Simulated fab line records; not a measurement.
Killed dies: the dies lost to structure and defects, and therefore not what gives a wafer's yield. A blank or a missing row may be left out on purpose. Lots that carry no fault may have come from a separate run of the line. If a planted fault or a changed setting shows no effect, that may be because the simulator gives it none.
A struck lot beside a sound one	flow gf180mcu	14 steps out of a route of 602
Sound: wafers L759.2, L759.3, L759.5. The struck wafers were L749.1, L749.5, L749.6. The cause is named last.
Per side, at each step with rows, come the tool, then ch with its chambers, and then its first start. Under that, the readings that differ: sound wafers	struck wafers	difference of the means	sigmas: that difference in standard deviations of wafers without a fault.
alike: a reading whose means differ by less than 2 such deviations, as well as words and numbers matching on both sides. not compared: withheld readings; readings where some wafer has no value; bounds like >300 that might hide an equal value; numbers whose values overlap and for which the record gives no deviation.
A row with sigmas, a row that says differs or no value, or rows on one side alone: a step with any of these is where the two part. Non-overlapping numbers with no deviation appear without sigmas and do not part them. Lack of a reading on every wafer of one side parts them only where that side has two or more wafers.

first, 2 steps without rows for these wafers: GF_M4_CLEAN_19 (cleans in DIW); GF_V4_CVD_00 (deposits SiO2, target thk 600 nm, time 100 s).
GF_V4_THK_MEAS_01:
  struck on film_metro-04, day 25 10:37; sound on film_metro-03, day 28 14:29
  alike: V4_CVD_00_THK
GF_V4_CVD_02: deposits SiO2 from TEOS, target thk 850 nm, time 94.851 s.
  sound on pecvd-03 ch 0,1, day 28 14:32; struck on pecvd-01 ch 0,1, day 25 10:40
  alike: heater_power_w
GF_V4_THK_MEAS_03:
  struck on film_metro-03, day 25 10:44; sound on film_metro-04, day 28 14:39
  alike: V4_CVD_02_THK
GF_V4_CMP_04: polishes SiO2.
  sound on cmp-01 ch 0,1,3, day 28 14:48; struck on cmp-02 ch 0,1,3, day 25 10:57
  alike: head_pressure_psi, motor_current_A, slurry_flow_ml_min, time_to_endpoint_s
GF_V4_BOW_MEAS_05:
  struck on film_metro-02, day 25 11:06; sound on film_metro-03, day 28 15:01
  alike: V4_BOW
then, 5 steps without rows for these wafers: GF_V4_DEHYDRATE_06 (time 60 s); GF_V4_HMDS_07 (prime time 60 s); GF_V4_COAT_08; GF_V4_COAT_09 (resist thk 1000 nm); GF_V4_SOFTBAKE_10 (time 60 s).
GF_V4_EXPOSE_11: exposes mask Via4, target cd 260 nm.
  sound on krf_scanner-01 ch 0, day 29 01:03; struck on krf_scanner-02, day 25 21:53
  no value came back on the struck wafers for exposure_dose_mJ_cm2, focus_offset_nm (nm), stage_vel_mm_s (mm/s); on the sound wafers exposure_dose_mJ_cm2 reads 38.03 37.99 38.02
  alike: mask
then, 1 step without rows for these wafers: GF_V4_PEB_12 (peb time 90 s).

## WHERE THEY PART
GF_V4_EXPOSE_11 only, going by this record.

WHY: whatever the simulator had introduced
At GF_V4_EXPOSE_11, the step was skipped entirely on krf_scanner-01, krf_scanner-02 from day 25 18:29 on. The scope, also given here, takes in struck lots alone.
